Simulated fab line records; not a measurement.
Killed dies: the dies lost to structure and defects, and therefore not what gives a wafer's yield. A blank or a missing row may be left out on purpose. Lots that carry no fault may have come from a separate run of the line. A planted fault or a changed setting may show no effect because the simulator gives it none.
Which tool is to blame? + flow sky130 + Sampling: 6 lots, 17 wafers, 2 of 708 route steps

== WHAT THE GAUGES READ, wafer by wafer ==
SKY_FIELD_ISO_CD_MEAS_13: the cd target is 150 nm.
| lot  | measured    | on        | cd-nm (nm)        |
|------|-------------|-----------|-------------------|
| L119 | day 2 11:53 | cd-sem-01 | 152.0 153.1 153.6 |
| L121 | day 2 20:53 | cd-sem-02 | 151.5 151.3 150.2 |
| L123 | day 3 07:46 | cd-sem-02 | 151.1 149.8 151.0 |
| L126 | day 3 21:40 | cd-sem-02 | 147.0 147.8 147.9 |
| L134 | day 5 15:59 | cd-sem-02 | 133.1 133.5       |
| L138 | day 6 14:04 | cd-sem-02 | 150.9 150.1 151.2 |

== TOOL THAT RAN EACH LOT (tool first, then ch and the chambers of the sampled wafers, then the start) ==
| lot  | SKY_FIELD_ISO_EXPOSE_10          |
|------|----------------------------------|
| L119 | krf-scanner-01 ch 0, day 2 04:56 |
| L121 | krf-scanner-02 ch 0, day 2 13:01 |
| L123 | krf-scanner-01 ch 0, day 2 23:55 |
| L126 | krf-scanner-02 ch 0, day 3 13:58 |
| L134 | krf-scanner-02 ch 0, day 5 07:16 |
| L138 | krf-scanner-01 ch 0, day 6 04:39 |
- SKY_FIELD_ISO_EXPOSE_10: exposes mask FOM, target cd 150 nm.

== THE ANSWER, worked out from the rows above alone ==
Rule: the lots themselves supply what counts as usual. The widest of any qualifying gaps counts: lots, ordered by their means at a reading, are off when they make up no more than a third of the lots, leave a main group of 4 or more, and stand apart from it by 3 or more times the standard deviation of that group's means. Not used: any main group whose means are identical at the precision the tables above print for the reading. Also off: a lot with no number at a reading for which 4 or more lots have one. Where the step has rows for the other lots, those lots are counted as sound.
Off at SKY_FIELD_ISO_CD_MEAS_13 (cd-nm): L134. The main group: mean 150.6 nm, standard deviation 1.7.
If a tool, at a process step before that reading, ran all the lots that are off and no sound lot after the first of them, it fits. Those tools and the gauges at SKY_FIELD_ISO_CD_MEAS_13 are tried in the same way. One fits: krf-scanner-02 at SKY_FIELD_ISO_EXPOSE_10. Its last sound lot is L126 (day 3 13:58), its first lot that is off L134 (day 5 07:16): a fault that began between those two fits.

== WHAT THE SIMULATOR HAD PUT IN ==
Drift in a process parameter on krf-scanner-02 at SKY_FIELD_ISO_EXPOSE_10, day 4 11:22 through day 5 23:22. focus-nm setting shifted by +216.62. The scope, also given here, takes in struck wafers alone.
Lots struck among those shown: L134. Same finding as the rule above.
